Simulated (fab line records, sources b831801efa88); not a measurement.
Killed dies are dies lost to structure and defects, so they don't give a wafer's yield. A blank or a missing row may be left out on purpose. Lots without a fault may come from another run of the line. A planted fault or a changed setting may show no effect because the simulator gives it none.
Chamber matching | flow sky130 | SKY_LI_CONTACT_CMP_02 on cmp-01: 4 sister chambers
The step polishes PSG. 8 wafers are shown with their chamber, then 7 later ones without.

WAFERS WITH THEIR CHAMBER
wafer  | chamber | motor_current_A (A) | time_to_endpoint_s (s)
L124.4 | 2       | 10.1                | 31.3
L126.1 | 0       | 11.9                | 29.4
L126.5 | 1       | 13.3                | 28.2
L129.2 | 3       | 13.6                | 33.5
L129.4 | 1       | 13.5                | 27.2
L129.6 | 2       | 9.8                 | 30.7
L135.1 | 0       | 12.9                | 33.4
L135.3 | 3       | 14.0                | 40.4

WAFERS WITHOUT THEIR CHAMBER
wafer  | motor_current_A (A) | time_to_endpoint_s (s)
L135.5 | 13.5                | 37.9
L136.4 | 12.7                | 32.4
L136.5 | 13.9                | 36.1
L136.6 | 10.4                | 34.9
L141.1 | 13.0                | 26.1
L141.2 | 12.3                | 32.7
L141.6 | 13.1                | 31.0

WHICH CHAMBER EACH WENT THROUGH
wafer  | from the rows above          | in truth
L135.5 | 3                            | 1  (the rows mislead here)
L136.4 | can't be placed: 0 or 1      | 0
L136.5 | 3                            | 3
L136.6 | 2                            | 2
L141.1 | can't be placed: 1 or 0      | 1
L141.2 | 0                            | 0
L141.6 | can't be placed: 1 or 0 or 3 | 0
Placed correctly: 3 of 7. Can't be placed from these rows: 3 (the true chamber is among the candidates in 3). Placed wrongly: 1.
How it was worked out, from the rows above alone: a wafer's distance from a chamber is the root of the sum, over the readings, of the square of ((its reading less the chamber's mean) divided by the reading's scatter). The wafer belongs to the nearest chamber; if the next one is less than 2 further off, it can't be placed. A chamber's mean is the mean of its shown wafers. The scatter: the root of (the sum of the squares of (reading less its chamber's mean) over the shown wafers, divided by (wafers less chambers)).
